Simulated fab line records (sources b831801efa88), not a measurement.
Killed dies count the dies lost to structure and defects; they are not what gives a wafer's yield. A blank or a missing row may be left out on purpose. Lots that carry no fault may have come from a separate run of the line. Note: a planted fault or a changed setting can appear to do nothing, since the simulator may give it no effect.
Tool commonality check :: flow gf180mcu :: 12 lots, 36 wafers sampled

WHY THIS WAS OPENED
1 of 12 lots carry a flag on the reading MVPSD_TW at GF_MVPSD_TW_MEAS_11. Fault-free wafers read 551, with a standard deviation of 4.5.
Rule: a lot gets a flag if all its wafers with a number sit over 4 standard deviations from that mean, or if no wafer of it has a number. As for the other lots, they are considered sound.

lot: L721
measured: day 5 06:10
on: film_metro-04
MVPSD_TW, wafer by wafer: 550 546 550
flag: 

lot: L723
measured: day 5 18:46
on: film_metro-03
MVPSD_TW, wafer by wafer: 557 556 554
flag: 

lot: L724
measured: day 5 23:40
on: film_metro-04
MVPSD_TW, wafer by wafer: 552 548 550
flag: 

lot: L725
measured: day 6 08:06
on: film_metro-02
MVPSD_TW, wafer by wafer: 548 546 549
flag: 

lot: L728
measured: day 7 01:14
on: film_metro-02
MVPSD_TW, wafer by wafer: 547 550 549
flag: 

lot: L729
measured: day 7 06:26
on: film_metro-03
MVPSD_TW, wafer by wafer: 555 556 557
flag: 

lot: L730
measured: day 7 12:22
on: film_metro-02
MVPSD_TW, wafer by wafer: 550 549 546
flag: 

lot: L733
measured: day 8 07:58
on: film_metro-02
MVPSD_TW, wafer by wafer: 30 30 30
flag: FLAGGED

lot: L738
measured: day 9 13:22
on: film_metro-02
MVPSD_TW, wafer by wafer: 547 550 549
flag: 

lot: L739
measured: day 9 19:20
on: film_metro-02
MVPSD_TW, wafer by wafer: 547 548 549
flag: 

lot: L741
measured: day 10 07:47
on: film_metro-03
MVPSD_TW, wafer by wafer: 560 561 563
flag: 

lot: L743
measured: day 10 19:42
on: film_metro-04
MVPSD_TW, wafer by wafer: 550 547 552
flag: 
The numbers of the flagged lots are 30 on average: -521 against the usual, or -99 or more standard deviations.

EACH LOT AND THE TOOL IT RAN ON
The record keeps 1 process step preceding the reading, out of 602 steps on the route. Every cell lists first the tool, next ch and the chambers used by the sampled wafers, and last the start.
lot: L721
flag: 
GF_MVPSD_EXPOSE_04: iline_stepper-01 ch 0, day 4 22:39

lot: L723
flag: 
GF_MVPSD_EXPOSE_04: iline_stepper-01 ch 0, day 5 10:53

lot: L724
flag: 
GF_MVPSD_EXPOSE_04: iline_stepper-01 ch 0, day 5 16:25

lot: L725
flag: 
GF_MVPSD_EXPOSE_04: iline_stepper-02 ch 0, day 6 00:00

lot: L728
flag: 
GF_MVPSD_EXPOSE_04: iline_stepper-01 ch 0, day 6 17:03

lot: L729
flag: 
GF_MVPSD_EXPOSE_04: iline_stepper-02 ch 0, day 6 22:22

lot: L730
flag: 
GF_MVPSD_EXPOSE_04: iline_stepper-02 ch 0, day 7 04:17

lot: L733
flag: FLAGGED
GF_MVPSD_EXPOSE_04: iline_stepper-02 ch 0, day 7 23:30

lot: L738
flag: 
GF_MVPSD_EXPOSE_04: iline_stepper-02 ch 0, day 9 04:19

lot: L739
flag: 
GF_MVPSD_EXPOSE_04: iline_stepper-01 ch 0, day 9 10:34

lot: L741
flag: 
GF_MVPSD_EXPOSE_04: iline_stepper-01 ch 0, day 9 22:53

lot: L743
flag: 
GF_MVPSD_EXPOSE_04: iline_stepper-02 ch 0, day 10 10:48
These steps, and what they do:
- GF_MVPSD_EXPOSE_04: exposes mask MVPSD, target cd 1000 nm.
- GF_MVPSD_TW_MEAS_11

FLAGGED OVER TOTAL, TOOL BY TOOL (the gauges that took the reading come last)
step: GF_MVPSD_EXPOSE_04
tool: iline_stepper-01
lots run: 6
flagged: 0
share of the flagged lots: none
sound lots run after its first flagged lot: -

step: GF_MVPSD_EXPOSE_04
tool: iline_stepper-02
lots run: 6
flagged: 1
share of the flagged lots: all
sound lots run after its first flagged lot: 2 (L738,L743)

step: GF_MVPSD_TW_MEAS_11
tool: film_metro-02
lots run: 6
flagged: 1
share of the flagged lots: all
sound lots run after its first flagged lot: 2 (L738,L739)

step: GF_MVPSD_TW_MEAS_11
tool: film_metro-03
lots run: 3
flagged: 0
share of the flagged lots: none
sound lots run after its first flagged lot: -

step: GF_MVPSD_TW_MEAS_11
tool: film_metro-04
lots run: 3
flagged: 0
share of the flagged lots: none
sound lots run after its first flagged lot: -

THE TABLE: WHAT IT ALLOWS
Every flagged lot went through 2 rows of the table: iline_stepper-02 at GF_MVPSD_EXPOSE_04 and film_metro-02 at GF_MVPSD_TW_MEAS_11.
- iline_stepper-02 at GF_MVPSD_EXPOSE_04: 1 of its 6 lots flagged. Sound lots ran on it after the first flagged one (L738, L743), which a lasting fault on the whole tool wouldn't allow.
- film_metro-02 at GF_MVPSD_TW_MEAS_11: 1 of its 6 lots flagged. Sound lots ran on it after the first flagged one (L738, L739), which a lasting fault on the whole tool wouldn't allow.
No row of the table ran every flagged lot and no sound lot after the first.

WHAT THE SIMULATOR PUT IN
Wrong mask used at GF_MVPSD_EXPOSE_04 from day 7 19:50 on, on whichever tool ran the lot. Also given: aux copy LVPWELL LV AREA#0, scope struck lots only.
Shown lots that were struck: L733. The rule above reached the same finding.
